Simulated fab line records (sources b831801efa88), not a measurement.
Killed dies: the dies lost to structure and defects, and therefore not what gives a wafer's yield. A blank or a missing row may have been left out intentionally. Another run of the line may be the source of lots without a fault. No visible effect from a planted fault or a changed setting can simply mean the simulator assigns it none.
fab line records -- flow sky130
record: lots: 24, wafers: 72, last-day: 50
route steps=708 shown FIELD_ISO@1 GATE_OXIDE@200 LI_CONTACT@375 METAL1@439 CAPM@541 METAL3@563
lots with no fault: from the same line, run without faults
start-h: the number of hours between the record's first day and the start of the first shown wafer of the lot -- wait-h: hours from the lot's prior step to this one -- " repeats the value in the row above -- L1.1+2: several wafers, shown together as one row -- - either no value or no given start -- * or withheld: withheld -- < > ~ a bound
route shown NAME@n: names a module that has steps shown in the file, with the first one's number in the route -- usual: mean and standard deviation over wafers with no fault -- same: alike in all rows -- chamber/n: place in a boat -- sites: per-site readings -- _std_site: the standard deviation of these -- _edge_site: outer sites' mean less inner sites' -- radius-mm: how far each site lies from the wafer's centre -- mask NAME#n: copy n -- behind: tool/chamber where the wafer was last shaped -- hold: what put the lot on hold/how long, in hours/how the hold closed -- device: names the non-switching transistor (n, p or np) -- end of line: tests run on the same wafers once the route is complete -- a step without rows: its recipe alone -- killed: dies lost to structure and defects at the first sort, not the wafer's yield -- map: per-die view of a wafer (x killed, . not killed, _ where there is no die)
set.NAME: the setting the step ran with; set.NAME@STEP: the setting that earlier step ran with -- model.NAME: the simulator's own value behind a step, which no gauge read
the route's steps for a sample of lots (tables are steps, rows are wafers)
services: when a tool's chamber went out of use (start-h, in hours from the record's first day, below 0 if earlier), for how many hours, and the reason
== steps ==
step: SKY_FIELD_ISO_BOW_MEAS_00
recipe: mode: bow
usual: INCOMING_BOW: 0/6
lot.wafer,tool,chamber,start-h,wait-h,INCOMING_BOW[um]
L074.1,film-metro-03,-,10.00,-,-7
L074.3,film-metro-03,-,10.00,-,0
L074.5,film-metro-03,-,10.00,-,-8
L075.3,film-metro-03,-,15.04,-,3
L075.4,film-metro-03,-,15.04,-,19
L075.5,film-metro-03,-,15.04,-,8
L076.2,film-metro-04,-,20.02,-,6
L076.5,film-metro-04,-,20.02,-,-2
L076.6,film-metro-04,-,20.02,-,5
L077.1,film-metro-03,-,25.00,-,-2
L077.3,film-metro-03,-,25.00,-,3
L077.5,film-metro-03,-,25.00,-,16
L078.3,film-metro-03,-,30.04,-,3
L078.4,film-metro-03,-,30.04,-,8
L078.6,film-metro-03,-,30.04,-,-6
L079.1,film-metro-03,-,35.00,-,1
L079.3,film-metro-03,-,35.00,-,-10
L079.5,film-metro-03,-,35.00,-,-7
L080.1,film-metro-03,-,40.00,-,-5
L080.2,film-metro-03,-,40.00,-,2
L080.6,film-metro-03,-,40.00,-,-4
L081.1,film-metro-04,-,45.00,-,-3
L081.4,film-metro-04,-,45.00,-,-11
L081.6,film-metro-04,-,45.00,-,-2
L082.2,film-metro-01,-,50.02,-,-1
L082.3,film-metro-01,-,50.02,-,-6
L082.5,film-metro-01,-,50.02,-,-7
L083.1,film-metro-01,-,55.00,-,5
L083.2,film-metro-01,-,55.00,-,-4
L083.6,film-metro-01,-,55.00,-,4
L084.1,film-metro-01,-,60.00,-,-1
L084.2,film-metro-01,-,60.00,-,11
L084.3,film-metro-01,-,60.00,-,5
L085.1,film-metro-03,-,65.00,-,0
L085.2,film-metro-03,-,65.00,-,2
L085.6,film-metro-03,-,65.00,-,-1
L086.2,film-metro-04,-,70.02,-,-8
L086.3,film-metro-04,-,70.02,-,2
L086.6,film-metro-04,-,70.02,-,3
L087.1,film-metro-01,-,75.00,-,-5
L087.5,film-metro-01,-,75.00,-,-7
L087.6,film-metro-01,-,75.00,-,5
L088.2,film-metro-01,-,80.02,-,-2
L088.3,film-metro-01,-,80.02,-,-3
L088.5,film-metro-01,-,80.02,-,-11
L089.1,film-metro-04,-,85.00,-,-2
L089.3,film-metro-04,-,85.00,-,11
L089.6,film-metro-04,-,85.00,-,5
L090.4,film-metro-03,-,90.06,-,-2
L090.5,film-metro-03,-,90.06,-,-1
L090.6,film-metro-03,-,90.06,-,-2
L091.2,film-metro-04,-,95.02,-,2
L091.4,film-metro-04,-,95.02,-,-1
L091.5,film-metro-04,-,95.02,-,7
L092.3,film-metro-01,-,100.04,-,-7
L092.4,film-metro-01,-,100.04,-,-5
L092.6,film-metro-01,-,100.04,-,-2
L093.2,film-metro-03,-,105.02,-,2
L093.4,film-metro-03,-,105.02,-,-2
L093.5,film-metro-03,-,105.02,-,4
L094.1,film-metro-03,-,110.00,-,0
L094.4,film-metro-03,-,110.00,-,6
L094.6,film-metro-03,-,110.00,-,1
L095.1,film-metro-03,-,115.00,-,-4
L095.4,film-metro-03,-,115.00,-,1
L095.6,film-metro-03,-,115.00,-,2
L096.3,film-metro-01,-,120.04,-,0
L096.4,film-metro-01,-,120.04,-,-1
L096.5,film-metro-01,-,120.04,-,-1
L097.2,film-metro-03,-,125.02,-,-5
L097.3,film-metro-03,-,125.02,-,-1
L097.5,film-metro-03,-,125.02,-,9
step: SKY_GATE_OXIDE_STRIP_13
recipe: chemistry: O2/N2, power-w: 1400, pressure-mtorr: 1500, platen-temp-c: withheld, o2-flow-sccm: 3000, n2-flow-sccm: 300, overash-fraction: 0.5
usual: drypump-motor-current-A: 5.7/0.54, n2-flow-sccm: 300.0/1, oes-product-au: 0.715/0.0042, strip-time-to-endpoint-s: 13.90/0.035
lot.wafer,tool,chamber,start-h,wait-h,drypump-motor-current-A,n2-flow-sccm,oes-product-au,rf-hours-counter-h,strip-time-to-endpoint-s
L074.1,plasma-asher-04,1,298.19,0.0,4.8,299.0,0.718,18,13.90
L074.3,plasma-asher-04,0,298.19,0.0,6.3,301.0,0.713,-,13.92
L074.5,plasma-asher-04,0,298.19,0.0,6.3,300.0,0.721,-,13.90
L075.3,plasma-asher-04,0,314.90,0.0,6.3,298.6,0.715,-,13.90
L075.4,plasma-asher-04,1,314.90,0.0,4.8,298.2,0.712,-,13.88
L075.5,plasma-asher-04,0,314.90,0.0,6.3,300.0,0.709,-,13.92
L076.2,plasma-asher-03,0,346.34,0.0,6.2,302.2,0.708,54,13.83
L076.5,plasma-asher-03,0,346.34,0.0,6.2,301.9,0.712,-,13.82
L076.6,plasma-asher-03,1,346.34,0.0,5.8,301.6,0.720,-,13.84
L077.1,plasma-asher-04,0,350.32,0.0,6.3,300.6,0.715,23,13.87
L077.3,plasma-asher-04,1,350.32,0.0,4.8,300.0,0.716,-,13.89
L077.5,plasma-asher-04,1,350.32,0.0,4.8,300.5,0.707,-,13.86
L079.1,plasma-asher-03,1,367.68,0.0,5.8,299.8,0.715,56,13.89
L079.3,plasma-asher-03,1,367.68,0.0,5.8,299.2,0.713,-,13.94
L079.5,plasma-asher-03,0,367.68,0.0,6.2,301.5,0.719,-,13.92
L078.3,plasma-asher-02,0,370.81,0.0,5.2,299.1,0.712,-,13.95
L078.4,plasma-asher-02,1,370.81,0.0,5.8,300.9,0.716,-,13.99
L078.6,plasma-asher-02,1,370.81,0.0,5.8,301.0,0.719,-,13.95
L080.1,plasma-asher-02,0,374.38,0.0,5.1,300.6,0.717,70,13.89
L080.2,plasma-asher-02,1,374.38,0.0,5.9,299.8,0.711,70,13.87
L080.6,plasma-asher-02,0,374.38,0.0,5.1,300.3,0.713,-,13.92
L081.1,plasma-asher-03,0,374.74,0.0,6.2,300.1,0.713,56,13.87
L081.4,plasma-asher-03,1,374.74,0.0,5.8,299.0,0.708,-,13.90
L081.6,plasma-asher-03,1,374.74,0.0,5.8,299.4,0.710,-,13.86
L083.1,plasma-asher-02,1,380.63,0.0,5.9,299.1,0.711,70,13.88
L083.2,plasma-asher-02,0,380.63,0.0,5.1,299.2,0.720,70,13.86
L083.6,plasma-asher-02,0,380.63,0.0,5.1,298.3,0.709,-,13.86
L082.2,plasma-asher-04,0,380.95,0.0,6.3,301.4,0.709,26,13.96
L082.3,plasma-asher-04,0,380.95,0.0,6.3,299.9,0.719,-,13.90
L082.5,plasma-asher-04,0,380.95,0.0,6.3,300.1,0.715,-,13.88
L084.1,plasma-asher-03,1,397.89,0.0,5.8,298.9,0.719,59,13.88
L084.2,plasma-asher-03,0,397.89,0.0,6.2,299.1,0.721,59,13.91
L084.3,plasma-asher-03,1,397.89,0.0,5.8,298.7,0.712,-,13.90
L085.1,plasma-asher-02,1,398.02,0.0,5.8,299.7,0.712,72,13.93
L085.2,plasma-asher-02,0,398.02,0.0,5.2,299.0,0.714,72,13.93
L085.6,plasma-asher-02,1,398.02,0.0,5.9,299.6,0.708,-,13.87
L086.2,plasma-asher-03,0,415.22,0.0,6.2,300.5,0.717,60,13.90
L086.3,plasma-asher-03,1,415.22,0.0,5.8,301.0,0.720,-,13.93
L086.6,plasma-asher-03,1,415.22,0.0,5.8,301.4,0.719,-,13.92
L087.1,plasma-asher-03,0,423.12,0.0,6.2,299.7,0.711,61,13.87
L087.5,plasma-asher-03,1,423.12,0.0,5.8,300.6,0.714,-,13.92
L087.6,plasma-asher-03,0,423.12,0.0,6.2,299.1,0.719,-,13.89
L088.2,plasma-asher-04,0,431.99,0.0,6.4,298.3,0.714,31,13.85
L088.3,plasma-asher-04,1,431.99,0.0,4.8,300.0,0.717,-,13.89
L088.5,plasma-asher-04,1,431.99,0.0,4.8,300.0,0.714,-,13.90
L089.1,plasma-asher-03,0,432.64,0.0,6.2,300.2,0.711,62,13.89
L089.3,plasma-asher-03,0,432.64,0.0,6.2,300.7,0.725,-,13.91
L089.6,plasma-asher-03,0,432.64,0.0,6.2,300.4,0.713,-,13.92
L090.4,plasma-asher-03,0,439.31,0.0,6.2,300.0,0.714,-,13.93
L090.5,plasma-asher-03,1,439.31,0.0,5.8,300.1,0.709,-,13.91
L090.6,plasma-asher-03,0,439.31,0.0,6.2,299.9,0.716,-,13.89
L091.2,plasma-asher-02,0,450.90,0.0,5.1,298.8,0.713,78,13.84
L091.4,plasma-asher-02,0,450.90,0.0,5.1,300.1,0.713,-,13.83
L091.5,plasma-asher-02,0,450.90,0.0,5.1,299.5,0.724,-,13.82
L092.3,plasma-asher-03,1,479.26,0.0,5.8,300.9,0.713,-,13.91
L092.4,plasma-asher-03,0,479.26,0.0,6.2,299.8,0.712,-,13.88
L092.6,plasma-asher-03,1,479.26,0.0,5.8,301.7,0.720,-,13.95
L093.2,plasma-asher-03,0,488.48,0.0,6.2,298.8,0.718,67,13.93
L093.4,plasma-asher-03,0,488.48,0.0,6.2,299.6,0.715,-,13.89
L093.5,plasma-asher-03,0,488.48,0.0,6.2,301.0,0.722,-,13.87
L095.1,plasma-asher-04,1,491.72,0.0,4.8,299.2,0.716,37,13.91
L095.4,plasma-asher-04,1,491.72,0.0,4.8,300.6,0.720,-,13.90
L095.6,plasma-asher-04,0,491.72,0.0,6.3,300.9,0.716,-,13.85
L094.1,plasma-asher-04,1,492.47,0.0,4.8,300.4,0.720,37,13.87
L094.4,plasma-asher-04,1,492.47,0.0,4.8,299.7,0.712,-,13.92
L094.6,plasma-asher-04,0,492.47,0.0,6.3,301.4,0.719,-,13.92
L096.3,plasma-asher-04,0,496.91,0.0,6.3,301.2,0.713,-,13.92
L096.4,plasma-asher-04,1,496.91,0.0,4.8,299.1,0.714,-,13.88
L096.5,plasma-asher-04,1,496.91,0.0,4.8,299.8,0.714,-,13.88
L097.2,plasma-asher-02,0,504.19,0.0,5.1,300.8,0.713,82,13.94
L097.3,plasma-asher-02,0,504.19,0.0,5.1,300.6,0.720,-,13.91
L097.5,plasma-asher-02,0,504.19,0.0,5.1,301.3,0.715,-,13.91
step: SKY_LI_CONTACT_OVL_MEAS_13
usual: LI_CONTACT_OVL: 1/5.4
lot.wafer,tool,chamber,start-h,wait-h,LI_CONTACT_OVL[nm]
L074.1,overlay-01,-,665.15,0.1,-4
L074.3,overlay-01,-,665.15,0.1,-11
L074.5,overlay-01,-,665.15,0.1,-5
L075.3,overlay-02,-,696.68,0.1,-3
L075.4,overlay-02,-,696.68,0.1,-1
L075.5,overlay-02,-,696.68,0.1,-3
L076.2,overlay-01,-,712.06,0.1,0
L076.5,overlay-01,-,712.06,0.1,12
L076.6,overlay-01,-,712.06,0.1,3
L077.1,overlay-02,-,720.65,0.1,1
L077.3,overlay-02,-,720.65,0.1,-3
L077.5,overlay-02,-,720.65,0.1,-1
L078.3,overlay-01,-,739.72,0.1,5
L078.4,overlay-01,-,739.72,0.1,-4
L078.6,overlay-01,-,739.72,0.1,-3
L079.1,overlay-01,-,740.65,0.1,-3
L079.3,overlay-01,-,740.65,0.1,0
L079.5,overlay-01,-,740.65,0.1,6
L081.1,overlay-01,-,742.97,0.1,1
L081.4,overlay-01,-,742.97,0.1,-8
L081.6,overlay-01,-,742.97,0.1,-10
L080.1,overlay-02,-,744.27,0.1,1
L080.2,overlay-02,-,744.27,0.1,-9
L080.6,overlay-02,-,744.27,0.1,3
L083.1,overlay-01,-,745.10,0.1,6
L083.2,overlay-01,-,745.10,0.1,3
L083.6,overlay-01,-,745.10,0.1,7
L082.2,overlay-02,-,747.50,0.1,4
L082.3,overlay-02,-,747.50,0.1,-4
L082.5,overlay-02,-,747.50,0.1,0
L084.1,overlay-02,-,760.65,0.1,-4
L084.2,overlay-02,-,760.65,0.1,5
L084.3,overlay-02,-,760.65,0.1,-3
L085.1,overlay-02,-,763.90,0.1,2
L085.2,overlay-02,-,763.90,0.1,-8
L085.6,overlay-02,-,763.90,0.1,-7
L086.2,overlay-02,-,773.06,0.1,-8
L086.3,overlay-02,-,773.06,0.1,1
L086.6,overlay-02,-,773.06,0.1,-2
L087.1,overlay-02,-,784.41,0.1,0
L087.5,overlay-02,-,784.41,0.1,7
L087.6,overlay-02,-,784.41,0.1,4
L088.2,overlay-02,-,792.65,0.1,-6
L088.3,overlay-02,-,792.65,0.1,0
L088.5,overlay-02,-,792.65,0.1,-1
L089.1,overlay-01,-,794.15,0.1,13
L089.3,overlay-01,-,794.15,0.1,9
L089.6,overlay-01,-,794.15,0.1,8
L090.4,overlay-01,-,798.72,0.1,12
L090.5,overlay-01,-,798.72,0.1,0
L090.6,overlay-01,-,798.72,0.1,8
L091.2,overlay-01,-,809.36,0.1,4
L091.4,overlay-01,-,809.36,0.1,3
L091.5,overlay-01,-,809.36,0.1,6
L092.3,overlay-02,-,831.21,0.1,6
L092.4,overlay-02,-,831.21,0.1,10
L092.6,overlay-02,-,831.21,0.1,4
L093.2,overlay-02,-,839.16,0.1,0
L093.4,overlay-02,-,839.16,0.1,-6
L093.5,overlay-02,-,839.16,0.1,-1
L095.1,overlay-02,-,843.62,0.1,0
L095.4,overlay-02,-,843.62,0.1,6
L095.6,overlay-02,-,843.62,0.1,1
L094.1,overlay-01,-,845.15,0.1,-1
L094.4,overlay-01,-,845.15,0.1,-2
L094.6,overlay-01,-,845.15,0.1,-2
L096.3,overlay-01,-,846.72,0.1,5
L096.4,overlay-01,-,846.72,0.1,-7
L096.5,overlay-01,-,846.72,0.1,1
L097.2,overlay-01,-,861.20,0.1,4
L097.3,overlay-01,-,861.20,0.1,1
L097.5,overlay-01,-,861.20,0.1,4
step: SKY_METAL1_RS_MEAS_05
recipe: thk-meas-gauge: four-point-probe, reads: TiN_of_METAL1_SPUTTER_04+Ti_of_METAL1_SPUTTER_03+AlCu_of_METAL1_SPUTTER_02+TiN_of_METAL1_SPUTTER_01+Ti_of_METAL1_SPUTTER_00
usual: METAL1_ALCU_RS: 0.1216/0.00083
lot.wafer,tool,chamber,start-h,wait-h,METAL1_ALCU_RS[ohm/sq]
L074.1,film-metro-02,-,725.04,0.0,0.1225
L074.3,film-metro-02,-,725.04,0.0,0.1224
L074.5,film-metro-02,-,725.04,0.0,0.1225
L075.3,film-metro-02,-,755.55,0.1,0.1217
L075.4,film-metro-02,-,755.55,0.1,0.1214
L075.5,film-metro-02,-,755.55,0.1,0.1209
L076.2,film-metro-04,-,770.63,0.0,0.1198
L076.5,film-metro-04,-,770.63,0.0,0.1218
L076.6,film-metro-04,-,770.63,0.0,0.1210
L077.1,film-metro-04,-,779.12,0.0,0.1213
L077.3,film-metro-04,-,779.12,0.0,0.1203
L077.5,film-metro-04,-,779.12,0.0,0.1208
L078.3,film-metro-03,-,796.09,0.1,0.1211
L078.4,film-metro-03,-,796.09,0.1,0.1217
L078.6,film-metro-03,-,796.09,0.1,0.1220
L079.1,film-metro-04,-,799.34,0.0,0.1208
L079.3,film-metro-04,-,799.34,0.0,0.1213
L079.5,film-metro-04,-,799.34,0.0,0.1214
L081.1,film-metro-04,-,800.60,0.0,0.1219
L081.4,film-metro-04,-,800.60,0.0,0.1217
L081.6,film-metro-04,-,800.60,0.0,0.1214
L080.1,film-metro-02,-,802.11,0.0,0.1220
L080.2,film-metro-02,-,802.11,0.0,0.1206
L080.6,film-metro-02,-,802.11,0.0,0.1206
L083.1,film-metro-04,-,802.51,0.0,0.1222
L083.2,film-metro-04,-,802.51,0.0,0.1232
L083.6,film-metro-04,-,802.51,0.0,0.1226
L082.2,film-metro-02,-,805.22,0.0,0.1205
L082.3,film-metro-02,-,805.22,0.0,0.1202
L082.5,film-metro-02,-,805.22,0.0,0.1203
L084.1,film-metro-02,-,818.59,0.0,0.1229
L084.2,film-metro-02,-,818.59,0.0,0.1228
L084.3,film-metro-02,-,818.59,0.0,0.1229
L085.1,film-metro-02,-,821.77,0.0,0.1220
L085.2,film-metro-02,-,821.77,0.0,0.1220
L085.6,film-metro-02,-,821.77,0.0,0.1223
L086.2,film-metro-03,-,830.02,0.0,0.1219
L086.3,film-metro-03,-,830.02,0.0,0.1225
L086.6,film-metro-03,-,830.02,0.0,0.1235
L087.1,film-metro-04,-,841.45,0.0,0.1217
L087.5,film-metro-04,-,841.45,0.0,0.1220
L087.6,film-metro-04,-,841.45,0.0,0.1228
L088.2,film-metro-02,-,850.17,0.0,0.1223
L088.3,film-metro-02,-,850.17,0.0,0.1214
L088.5,film-metro-02,-,850.17,0.0,0.1210
L089.1,film-metro-04,-,851.43,0.0,0.1216
L089.3,film-metro-04,-,851.43,0.0,0.1227
L089.6,film-metro-04,-,851.43,0.0,0.1217
L090.4,film-metro-03,-,855.52,0.1,0.1218
L090.5,film-metro-03,-,855.52,0.1,0.1217
L090.6,film-metro-03,-,855.52,0.1,0.1215
L091.2,film-metro-04,-,866.91,0.0,0.1227
L091.4,film-metro-04,-,866.91,0.0,0.1219
L091.5,film-metro-04,-,866.91,0.0,0.1233
L092.3,film-metro-02,-,887.34,0.1,0.1203
L092.4,film-metro-02,-,887.34,0.1,0.1215
L092.6,film-metro-02,-,887.34,0.1,0.1215
L093.2,film-metro-03,-,894.73,0.0,0.1209
L093.4,film-metro-03,-,894.73,0.0,0.1222
L093.5,film-metro-03,-,894.73,0.0,0.1221
L095.1,film-metro-03,-,898.77,0.0,0.1211
L095.4,film-metro-03,-,898.77,0.0,0.1196
L095.6,film-metro-03,-,898.77,0.0,0.1211
L094.1,film-metro-03,-,900.82,0.0,0.1217
L094.4,film-metro-03,-,900.82,0.0,0.1204
L094.6,film-metro-03,-,900.82,0.0,0.1208
L096.3,film-metro-03,-,903.19,0.1,0.1211
L096.4,film-metro-03,-,903.19,0.1,0.1218
L096.5,film-metro-03,-,903.19,0.1,0.1214
L097.2,film-metro-04,-,916.24,0.0,0.1208
L097.3,film-metro-04,-,916.24,0.0,0.1209
L097.5,film-metro-04,-,916.24,0.0,0.1218
step: SKY_CAPM_THK_MEAS_04
recipe: thk-meas-gauge: xrf, reads: TiN_of_CAPM_SPUTTER_02
usual: CAPM_TIN_THK: 213.9/2.7
lot.wafer,tool,chamber,start-h,wait-h,CAPM_TIN_THK[nm]
L074.1,film-metro-02,-,839.14,0.1,210.6
L074.3,film-metro-02,-,839.14,0.1,211.0
L074.5,film-metro-02,-,839.14,0.1,211.9
L075.3,film-metro-03,-,868.02,0.1,213.9
L075.4,film-metro-03,-,868.02,0.1,214.8
L075.5,film-metro-03,-,868.02,0.1,215.4
L076.2,film-metro-02,-,882.09,0.1,212.5
L076.5,film-metro-02,-,882.09,0.1,213.9
L076.6,film-metro-02,-,882.09,0.1,213.3
L077.1,film-metro-02,-,891.29,0.1,214.2
L077.3,film-metro-02,-,891.29,0.1,214.6
L077.5,film-metro-02,-,891.29,0.1,213.2
L078.3,film-metro-02,-,906.26,0.1,210.9
L078.4,film-metro-02,-,906.26,0.1,214.0
L078.6,film-metro-02,-,906.26,0.1,210.1
L079.1,film-metro-04,-,907.89,0.1,215.9
L079.3,film-metro-04,-,907.89,0.1,219.0
L079.5,film-metro-04,-,907.89,0.1,217.7
L081.1,film-metro-02,-,909.79,0.1,213.3
L081.4,film-metro-02,-,909.79,0.1,214.0
L081.6,film-metro-02,-,909.79,0.1,213.0
L080.1,film-metro-04,-,910.53,0.1,214.8
L080.2,film-metro-04,-,910.53,0.1,213.9
L080.6,film-metro-04,-,910.53,0.1,217.1
L083.1,film-metro-04,-,912.38,0.1,214.8
L083.2,film-metro-04,-,912.38,0.1,215.5
L083.6,film-metro-04,-,912.38,0.1,216.3
L082.2,film-metro-02,-,915.53,0.1,209.6
L082.3,film-metro-02,-,915.53,0.1,210.2
L082.5,film-metro-02,-,915.53,0.1,207.6
L084.1,film-metro-02,-,930.48,0.1,213.5
L084.2,film-metro-02,-,930.48,0.1,212.0
L084.3,film-metro-02,-,930.48,0.1,212.7
L085.1,film-metro-02,-,931.92,0.1,213.1
L085.2,film-metro-02,-,931.92,0.1,213.9
L085.6,film-metro-02,-,931.92,0.1,214.1
L086.2,film-metro-03,-,937.39,0.1,213.0
L086.3,film-metro-03,-,937.39,0.1,212.0
L086.6,film-metro-03,-,937.39,0.1,214.6
L087.1,film-metro-04,-,949.38,0.1,215.0
L087.5,film-metro-04,-,949.38,0.1,214.8
L087.6,film-metro-04,-,949.38,0.1,214.6
L088.2,film-metro-03,-,957.22,0.1,219.3
L088.3,film-metro-03,-,957.22,0.1,216.6
L088.5,film-metro-03,-,957.22,0.1,216.9
L089.1,film-metro-04,-,958.33,0.1,220.1
L089.3,film-metro-04,-,958.33,0.1,217.6
L089.6,film-metro-04,-,958.33,0.1,218.2
L090.4,film-metro-02,-,962.31,0.1,210.7
L090.5,film-metro-02,-,962.31,0.1,208.5
L090.6,film-metro-02,-,962.31,0.1,208.1
L091.2,film-metro-03,-,972.99,0.1,214.3
L091.4,film-metro-03,-,972.99,0.1,213.3
L091.5,film-metro-03,-,972.99,0.1,214.4
L092.3,film-metro-03,-,991.90,0.1,218.3
L092.4,film-metro-03,-,991.90,0.1,216.7
L092.6,film-metro-03,-,991.90,0.1,218.0
L093.2,film-metro-04,-,997.55,0.1,220.1
L093.4,film-metro-04,-,997.55,0.1,218.6
L093.5,film-metro-04,-,997.55,0.1,218.1
L095.1,film-metro-02,-,1002.33,0.1,211.3
L095.4,film-metro-02,-,1002.33,0.1,214.1
L095.6,film-metro-02,-,1002.33,0.1,214.0
L094.1,film-metro-02,-,1006.28,0.1,215.2
L094.4,film-metro-02,-,1006.28,0.1,212.7
L094.6,film-metro-02,-,1006.28,0.1,212.8
L096.3,film-metro-02,-,1007.24,0.1,214.1
L096.4,film-metro-02,-,1007.24,0.1,212.8
L096.5,film-metro-02,-,1007.24,0.1,212.3
L097.2,film-metro-02,-,1017.05,0.1,212.9
L097.3,film-metro-02,-,1017.05,0.1,212.1
L097.5,film-metro-02,-,1017.05,0.1,212.5
step: SKY_METAL3_CD_MEAS_13
recipe: target-cd-nm: 300
usual: cd-nm: 300.6/1.2
lot.wafer,tool,chamber,start-h,wait-h,cd-nm
L074.1,cd-sem-02,-,890.69,-,298.0
L074.3,cd-sem-02,-,890.69,-,299.0
L074.5,cd-sem-02,-,890.69,-,298.8
L075.3,cd-sem-01,-,918.27,-,299.6
L075.4,cd-sem-01,-,918.27,-,297.9
L075.5,cd-sem-01,-,918.27,-,298.0
L076.2,cd-sem-02,-,932.72,-,301.4
L076.5,cd-sem-02,-,932.72,-,300.6
L076.6,cd-sem-02,-,932.72,-,299.8
L077.1,cd-sem-01,-,939.03,-,299.5
L077.3,cd-sem-01,-,939.03,-,300.4
L077.5,cd-sem-01,-,939.03,-,300.0
L078.3,cd-sem-02,-,956.14,-,301.0
L078.4,cd-sem-02,-,956.14,-,300.6
L078.6,cd-sem-02,-,956.14,-,300.9
L079.1,cd-sem-02,-,957.17,-,299.5
L079.3,cd-sem-02,-,957.17,-,299.9
L079.5,cd-sem-02,-,957.17,-,299.6
L081.1,cd-sem-02,-,958.83,-,302.7
L081.4,cd-sem-02,-,958.83,-,302.9
L081.6,cd-sem-02,-,958.83,-,302.1
L080.1,cd-sem-02,-,959.90,-,303.7
L080.2,cd-sem-02,-,959.90,-,301.2
L080.6,cd-sem-02,-,959.90,-,302.6
L083.1,cd-sem-02,-,962.25,-,301.5
L083.2,cd-sem-02,-,962.25,-,300.2
L083.6,cd-sem-02,-,962.25,-,300.9
L082.2,cd-sem-02,-,964.90,-,299.6
L082.3,cd-sem-02,-,964.90,-,297.9
L082.5,cd-sem-02,-,964.90,-,299.1
L084.1,cd-sem-01,-,978.50,-,301.5
L084.2,cd-sem-01,-,978.50,-,300.7
L084.3,cd-sem-01,-,978.50,-,300.7
L085.1,cd-sem-02,-,980.74,-,300.3
L085.2,cd-sem-02,-,980.74,-,300.9
L085.6,cd-sem-02,-,980.74,-,301.4
L086.2,cd-sem-02,-,985.92,-,300.4
L086.3,cd-sem-02,-,985.92,-,299.4
L086.6,cd-sem-02,-,985.92,-,299.4
L087.1,cd-sem-01,-,997.74,-,301.5
L087.5,cd-sem-01,-,997.74,-,300.4
L087.6,cd-sem-01,-,997.74,-,300.4
L088.2,cd-sem-01,-,1004.52,-,302.1
L088.3,cd-sem-01,-,1004.52,-,299.2
L088.5,cd-sem-01,-,1004.52,-,301.6
L089.1,cd-sem-01,-,1005.68,-,301.6
L089.3,cd-sem-01,-,1005.68,-,301.4
L089.6,cd-sem-01,-,1005.68,-,301.7
L090.4,cd-sem-02,-,1009.15,-,298.9
L090.5,cd-sem-02,-,1009.15,-,300.4
L090.6,cd-sem-02,-,1009.15,-,301.3
L091.2,cd-sem-01,-,1019.12,-,301.9
L091.4,cd-sem-01,-,1019.12,-,301.4
L091.5,cd-sem-01,-,1019.12,-,299.3
L092.3,cd-sem-01,-,1037.58,-,299.5
L092.4,cd-sem-01,-,1037.58,-,297.5
L092.6,cd-sem-01,-,1037.58,-,298.6
L093.2,cd-sem-02,-,1042.15,-,300.5
L093.4,cd-sem-02,-,1042.15,-,298.6
L093.5,cd-sem-02,-,1042.15,-,300.6
L095.1,cd-sem-01,-,1046.79,-,300.7
L095.4,cd-sem-01,-,1046.79,-,300.6
L095.6,cd-sem-01,-,1046.79,-,300.4
L094.1,cd-sem-01,-,1049.24,-,301.9
L094.4,cd-sem-01,-,1049.24,-,300.2
L094.6,cd-sem-01,-,1049.24,-,300.7
L096.3,cd-sem-02,-,1052.22,-,301.3
L096.4,cd-sem-02,-,1052.22,-,300.7
L096.5,cd-sem-02,-,1052.22,-,299.8
L097.2,cd-sem-01,-,1060.81,-,300.0
L097.3,cd-sem-01,-,1060.81,-,300.9
L097.5,cd-sem-01,-,1060.81,-,301.5
== services ==
tool,chamber,start-h,hours,kind
plasma-asher-03,-,290.01,0.7,repair
plasma-asher-04,-,361.69,1.4,repair
plasma-asher-03,-,417.98,2.8,pm
plasma-asher-04,-,437.83,0.3,repair
plasma-asher-02,-,471.75,1.2,repair
== key ==
fault none
